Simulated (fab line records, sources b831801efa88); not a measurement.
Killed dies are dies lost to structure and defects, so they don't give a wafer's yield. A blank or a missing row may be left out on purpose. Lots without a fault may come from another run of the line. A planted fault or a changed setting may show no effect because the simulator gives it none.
Chamber matching | flow gf180mcu | GF_V4_CMP_26 on cmp-02: 4 sister chambers
The step polishes, stops on SiO2, t overpolish 15 s, target thk 0 nm. 8 wafers are shown with their chamber, then 8 later ones without.

WAFERS WITH THEIR CHAMBER
wafer  | chamber | motor_current_A (A) | time_to_endpoint_s (s)
L968.2 | 0       | 11.1                | 76
L969.1 | 0       | 11.1                | 77
L969.5 | 3       | 9.4                 | 79
L969.6 | 2       | 12.2                | 84
L971.1 | 1       | 14.7                | 88
L971.3 | 3       | 9.0                 | 81
L971.6 | 1       | 15.1                | 84
L975.2 | 2       | 12.0                | 85

WAFERS WITHOUT THEIR CHAMBER
wafer  | motor_current_A (A) | time_to_endpoint_s (s)
L975.4 | 11.6                | 79
L975.5 | 9.8                 | 82
L979.2 | 14.7                | 86
L979.4 | 11.1                | 81
L979.6 | 10.7                | 84
L980.1 | 14.9                | 87
L980.2 | 12.1                | 88
L980.3 | 11.4                | 79

WHICH CHAMBER EACH WENT THROUGH
wafer  | from the rows above     | in truth
L975.4 | can't be placed: 0 or 2 | 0
L975.5 | 3                       | 3
L979.2 | 1                       | 1
L979.4 | 0                       | 0
L979.6 | can't be placed: 0 or 2 | 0
L980.1 | 1                       | 1
L980.2 | 2                       | 2
L980.3 | 0                       | 0
Placed correctly: 6 of 8. Can't be placed from these rows: 2 (the true chamber is among the candidates in 2). Placed wrongly: 0.
How it was worked out, from the rows above alone: a wafer's distance from a chamber is the root of the sum, over the readings, of the square of ((its reading less the chamber's mean) divided by the reading's scatter). The wafer belongs to the nearest chamber; if the next one is less than 2 further off, it can't be placed. A chamber's mean is the mean of its shown wafers. The scatter: the root of (the sum of the squares of (reading less its chamber's mean) over the shown wafers, divided by (wafers less chambers)).
